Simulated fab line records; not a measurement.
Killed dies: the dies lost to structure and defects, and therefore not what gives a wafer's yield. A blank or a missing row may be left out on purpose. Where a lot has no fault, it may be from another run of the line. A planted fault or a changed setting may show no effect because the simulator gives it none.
Comparing a struck lot with a sound one	flow sky130	37 out of 708 route steps
Sound: the wafers L207.4, L207.5, L207.6. Wafers struck: L217.2, L217.3, L217.5. Last of all comes the cause.
At each step with rows: each side's tool, then ch and its chambers, then its first start. Under that, the readings that differ: sound wafers	struck wafers	difference of the means	sigmas: that difference in standard deviations of wafers without a fault.
alike: a reading whose means differ by less than 2 such deviations, as well as words and numbers matching on both sides. not compared: withheld readings; readings where some wafer has no value; bounds like >300 that might hide an equal value; numbers whose values overlap and for which the record gives no deviation.
A row with sigmas, a row that says differs or no value, or rows on one side alone: a step with any of these is where the two part. Numbers that have no deviation but don't overlap get no sigmas and don't part them. A reading missing from all wafers of one side parts the sides only when that side holds two or more wafers.

first, 10 steps without rows for these wafers: SKY_LDD_LDN_SOFTBAKE_03 (time 60 s); SKY_LDD_LDN_EXPOSE_04 (exposes mask LDNTM, target cd 700 nm); SKY_LDD_LDN_PEB_05; SKY_LDD_LDN_DEVELOP_06 (develop time 60 s); SKY_LDD_LDN_IMPLANT_08; SKY_LDD_LDN_IMPLANT_09; SKY_LDD_LDN_IMPLANT_10; SKY_LDD_LDN_IMPLANT_11; SKY_LDD_LDN_STRIP_12 (strips in O2/N2); SKY_LDD_LDN_CLEAN_14 (cleans in SC1/SC2, time 150 s).
SKY_SPACER_CVD_00: deposits Si3N4 from DCS/NH3, target thk 43.1 nm, time 740 s.
  sound on lpcvd-02 ch 0, day 24 07:05; struck on lpcvd-02 ch 1, day 27 22:26
reading	sound	struck	difference	sigmas
spike tc bottom C (C)	790.5 790.6 790.6	794.7 794.3 793.4	+3.6	+2
model.Si3N4_of_SPACER_CVD_00.thk nm (nm)	43.18 43.36 43.36	33.33 33.15 33.12	-10.10	
  alike: susceptor temp C
SKY_SPACER_THK_MEAS_01:
  sound: film metro-02 at day 24 08:19; struck: film metro-02 at day 27 23:40
reading	sound	struck	difference	sigmas
SPACER_CVD_00_THK (nm)	43.1 43.4 43.3	33.3 33.2 33.2	-10.0	-21
SKY_SPACER_ETCHBACK_02: etches Si3N4 in CH3F/O2, stops on SiO2, time 46.7 s, target depth 45 nm.
  sound on rie diel-03 ch 0,2,3, day 24 08:22; struck on rie diel-01 ch 1,3, day 27 23:43
reading	sound	struck	difference	sigmas
oes product au (a.u.)	0.857 0.865 0.852	0.753 0.750 0.745	-0.109	-16
model.etch.depth nm (nm)	43.18 43.36 43.36	33.33 33.15 33.12	-10.10	
  alike: ch3f flow sccm, drypump motor current A, throttle valve pct
  not compared: rf hours counter h
then, 22 steps without rows for these wafers: SKY_POLY_CUT_DEHYDRATE_00 (time 60 s); SKY_POLY_CUT_HMDS_01 (prime time 60 s); SKY_POLY_CUT_COAT_02 (resist thk 60 nm); SKY_POLY_CUT_COAT_03 (resist thk 450 nm); SKY_POLY_CUT_SOFTBAKE_04 (time 90 s); SKY_POLY_CUT_EXPOSE_05 (exposes mask NPCM, target cd 270 nm); SKY_POLY_CUT_PEB_06; SKY_POLY_CUT_DEVELOP_07 (develop time 60 s); SKY_POLY_CUT_ETCH_10 (etches BARC in N2/H2, stops on SiO2, time 45.9 s, target depth 60 nm); SKY_POLY_CUT_ETCH_11 (etches Si3N4 in CF4/CH2F2/Ar, stops on poly-Si, time 42.5 s, target depth 60 nm); SKY_POLY_CUT_STRIP_12 (strips in O2/N2); SKY_SD_P_DEHYDRATE_00 (time 60 s); SKY_SD_P_HMDS_01 (prime time 60 s); SKY_SD_P_COAT_02 (resist thk 1140 nm); SKY_SD_P_SOFTBAKE_03 (time 60 s); SKY_SD_P_EXPOSE_04 (exposes mask PSDM, target cd 380 nm); SKY_SD_P_PEB_05; SKY_SD_P_DEVELOP_06 (develop time 60 s); SKY_SD_P_IMPLANT_09; SKY_SD_P_STRIP_10 (strips in O2/N2); SKY_RES_XHIGH_DEHYDRATE_00 (time 60 s); SKY_RES_XHIGH_HMDS_01 (prime time 60 s).
-- the record jumps here: 5 days lie between the struck wafers' starts before and after (it left off in module RES_XHIGH and takes up again in module SALICIDE, whose first step shown is number 361 of the route) --
SKY_SALICIDE_CLEAN_00: cleans in HF-last, time 30 s.
  sound on wet bench-04 ch 2, day 29 06:36; struck on wet bench-04 ch 2, day 32 16:50
reading	sound	struck	difference	sigmas
model.Si3N4_of_SPACER_CVD_00.thk nm (nm)	42.2 42.38 42.38	32.35 32.17 32.14	-10.10	
-- the record jumps here: 16 days lie between the struck wafers' starts before and after (it left off in module SALICIDE and takes up again in module PAD_OPEN, whose first step shown is number 708 of the route) --
SKY_PAD_OPEN_PROBE_99:
  sound: prober-02 at day 46 19:47; struck: prober-02 at day 49 02:56
reading	sound	struck	difference	sigmas
model.etest.pfet_01v8.r on ohm um	2968 2978 3006	2621 2579 2565	-396	
model.etest.nfet g5v0d10v5.r on ohm um	1858 1898 1889	1829 1837 1813	-55	
model.etest.sonos uncharged.r on ohm um	818.9 814 817.6	761.5 755.8 755.9	-59.1	
model.etest.pfet_01v8.drive ua um	186.8 185 182.6	219.2 223.2 223.1	+37.0	
model.etest.pfet_01v8_hvt.drive ua um	139.1 135.9 133.2	164.7 169.8 168.5	+31.6	
model.etest.sram pfet latch.drive ua um	139.1 135.7 137.7	167.6 166.7 166.5	+29.4	
model.etest.pfet_01v8_mvt.drive ua um	146.6 144.6 144.3	164.5 167.3 166.7	+21.0	
  alike: killed_at_M0_to_M3, killed_at_M4_up, killed at contacts, killed at front end, killed at other, killed dies, killed open, killed short
  not compared: model.etest.nfet_01v8_lvt.drive ua um

WHERE THEY PART
First at SKY_SPACER_CVD_00; last, within this record, at SKY_SPACER_ETCHBACK_02. Later steps at which nothing parts them and some readings are alike: SKY_PAD_OPEN_PROBE_99.

WHY: what the simulator had put in
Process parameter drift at SKY_SPACER_CVD_00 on lpcvd-02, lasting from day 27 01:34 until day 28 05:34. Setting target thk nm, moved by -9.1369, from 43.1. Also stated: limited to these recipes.
